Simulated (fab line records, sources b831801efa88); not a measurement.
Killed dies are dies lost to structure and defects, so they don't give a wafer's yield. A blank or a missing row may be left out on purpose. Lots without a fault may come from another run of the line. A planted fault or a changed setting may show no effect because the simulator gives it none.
A struck lot beside a sound one | flow sky130 | 15 steps out of a route of 708
Sound: wafers L715.1, L715.4, L715.5. Struck: wafers L723.2, L723.4, L723.6. The cause comes at the end.
At each step with rows: each side's tool, then ch and its chambers, then its first start. Under that, the readings that differ: sound wafers | struck wafers | difference of the means | sigmas: that difference in standard deviations of wafers without a fault.
alike: readings whose means differ by less than 2 such deviations, and words and numbers that are the same on both sides. not compared: withheld readings, readings that some wafer has no value for, bounds like >300 that may hide the same value, and numbers for which the record gives no deviation and whose values overlap.
The two part at a step that has a row with sigmas, a row that says differs or no value, or rows on one side only. Numbers that don't overlap but have no deviation are shown without sigmas and don't part them. A reading that every wafer of one side lacks parts them only if that side has two wafers or more.

first, 6 steps without rows for these wafers: SKY_LDD_N_HMDS_01 (prime time 60 s); SKY_LDD_N_COAT_02 (resist thk 300 nm); SKY_LDD_N_SOFTBAKE_03 (time 60 s); SKY_LDD_N_EXPOSE_04 (exposes mask NTM, target cd 840 nm); SKY_LDD_N_PEB_05; SKY_LDD_N_DEVELOP_06 (develop time 60 s).
SKY_LDD_N_OVL_MEAS_07:
  sound on overlay-02, day 18 07:35; struck on overlay-02, day 21 17:05
  alike: LDD_N_OVL
then, 5 steps without rows for these wafers: SKY_LDD_N_IMPLANT_08; SKY_LDD_N_IMPLANT_09; SKY_LDD_N_IMPLANT_10; SKY_LDD_N_IMPLANT_11; SKY_LDD_N_IMPLANT_12.
SKY_LDD_N_IMPLANT_13:
  sound on implanter-01 ch 0, day 18 08:23; struck on implanter-01 ch 0, day 21 17:54
  reading                | sound                | struck               | difference | sigmas
  rotation_deg (degrees) | 89.980 89.967 89.991 | 219.91 219.88 219.89 | +129.91    | +99 or more
then, 1 step without rows for these wafers: SKY_LDD_N_IMPLANT_14.
-- the record jumps here: 27 days lie between the struck wafers' starts before and after (it left off in module LDD_N and takes up again in module PAD_OPEN, whose first step shown is number 708 of the route) --
SKY_PAD_OPEN_PROBE_99:
  sound on prober-01, day 46 02:49; struck on prober-01, day 48 09:21
  reading                                    | sound                | struck               | difference | sigmas
  model.etest.nfet_01v8_turned.vt_sat_v (V)  | 0.6583 0.6543 0.6503 | 0.6772 0.6785 0.6829 | +0.0252    |
  model.etest.nfet_01v8_swapped.vt_sat_v (V) | 0.6625 0.6582 0.647  | 0.6716 0.6734 0.6775 | +0.0183    |
  model.etest.nfet_01v8_lvt.vt_sat_v (V)     | 0.5442 0.5397 0.5324 | 0.5059 0.5076 0.5162 | -0.0289    |
  alike: killed_at_M0_to_M3, killed_at_M4_up, killed_at_contacts, killed_at_front_end, killed_at_other, killed_dies, killed_open, killed_short

WHERE THEY PART
Only at SKY_LDD_N_IMPLANT_13, within this record. Later steps at which nothing parts them and some readings are alike: SKY_PAD_OPEN_PROBE_99.

WHY: what the simulator had put in
Process parameter drift: implanter-01, from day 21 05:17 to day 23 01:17, at SKY_LDD_N_IMPLANT_13. Setting rotation_deg, moved by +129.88, from 90. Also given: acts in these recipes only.
